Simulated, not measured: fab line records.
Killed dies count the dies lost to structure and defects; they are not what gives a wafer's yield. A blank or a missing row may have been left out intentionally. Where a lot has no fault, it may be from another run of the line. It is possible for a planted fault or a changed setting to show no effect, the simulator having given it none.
Problem report, 8D (eight disciplines) form, completed by code + flow gf180mcu + the parts of the form that need people (team, actions taken, sign-off) are left out

1. WHAT IS WRONG
Mean VT_IMPLANT_2_TW at GF_VT_IMPLANT_TW_MEAS_21: 1280 over 9 wafers in 3 lots; fault-free wafers: 1226, standard deviation 11. Measured from the usual mean, that is +4.9 standard deviations.
Earliest sighting: wafer L604.1 on film_metro-04 at day 11 13:48. The record has a number at this step for 39 wafers belonging to 13 lots. By rule, "out" or "out of limits" means more than 4 standard deviations away from the usual mean. The other wafers with a number count as sound.

2. WHAT IT IS, AND WHAT IT ISN'T
| question                    | is                     | is not                                                              |
|-----------------------------|------------------------|---------------------------------------------------------------------|
| which readings at this step | VT_IMPLANT_2_TW        | -                                                                   |
| which lots                  | L604, L605, L606       | L585, L588, L592, L594, L595, L596, L597, L600, L601, L607          |
| which wafers of those lots  | all that have a number | -                                                                   |
| read on which gauges        | film_metro-04          | film_metro-02, film_metro-03                                        |
| when                        | from day 11 13:48      | up to then (27 sound wafers); but 3 sound wafers of L607 came after |

3. THE SUSPECTS, EACH WITH WHAT RULES IT OUT
Counting: a tool stays on the suspect list if, at a process step up to the reading, it processed all lots that are out and no sound lot following the first of them.
- ruled out: the gauge at GF_VT_IMPLANT_TW_MEAS_21. All the wafers that are out were read on film_metro-04, but those of them that GF_VT_IMPLANT_IMPLANT_19 has rows for are out there too, on other tools.
- rie_si-01 at GF_STI_ETCH_14 (etches Si in HBr/Cl2/O2, target depth 360 nm, time 102.9 s): kept. It processed each lot that is out, first L604 at day 6 08:08, and no sound lot thereafter; up to then, the last sound lot it processed was L601 at day 5 17:26.
- implanter-01 at GF_VT_IMPLANT_IMPLANT_19: kept. It processed each lot that is out, first L604 at day 11 13:33, and no sound lot thereafter; up to then, the last sound lot it processed was L601 at day 10 16:58. Its own readings are out on those wafers: beam_energy_keV.
Remaining after the count are rie_si-01 at GF_STI_ETCH_14 and implanter-01 at GF_VT_IMPLANT_IMPLANT_19.

4. THE CAUSE (what the simulator had put in)
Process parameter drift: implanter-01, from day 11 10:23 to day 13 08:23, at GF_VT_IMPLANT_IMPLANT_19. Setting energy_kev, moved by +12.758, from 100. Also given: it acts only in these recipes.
Counting leaves 2 suspects; this tool is one of them.

5. SEQUENCE OF EFFECTS, ordered by route
One row per reading whose mean, taken over the struck wafers that have a number, lies over 3 standard deviations from the usual. Scope: only readings with a usual standard deviation given in the record; hours: median across lots of the time from each lot's start at the first step in this table that gives one to its start at this step; sigmas: change in usual standard deviations.
| hours | step                     | reading         | usual  | on struck wafers | change  | sigmas      |
|-------|--------------------------|-----------------|--------|------------------|---------|-------------|
| 0     | GF_VT_IMPLANT_IMPLANT_19 | beam_energy_keV | 99.996 | 112.756          | +12.760 | +99 or more |
| 0     | GF_VT_IMPLANT_TW_MEAS_21 | VT_IMPLANT_2_TW | 1226   | 1280             | +54     | +4.9        |
Its process steps:
- GF_VT_IMPLANT_IMPLANT_19

6. WHAT WOULD HAVE CAUGHT IT SOONER
In this record the first reading out of limits at a measuring or inspecting step was taken at day 11 13:48, 3 hours after the fault began at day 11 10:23.
Tool's own readings at GF_VT_IMPLANT_IMPLANT_19, beam_energy_keV: out on all struck wafers the step has rows for; an alarm limit on them would have tripped on the first.
Lots out: 3; of these, L605, L606 started GF_VT_IMPLANT_IMPLANT_19 on implanter-01 after day 11 13:48. A hold on the tool at that time would have spared those 2.
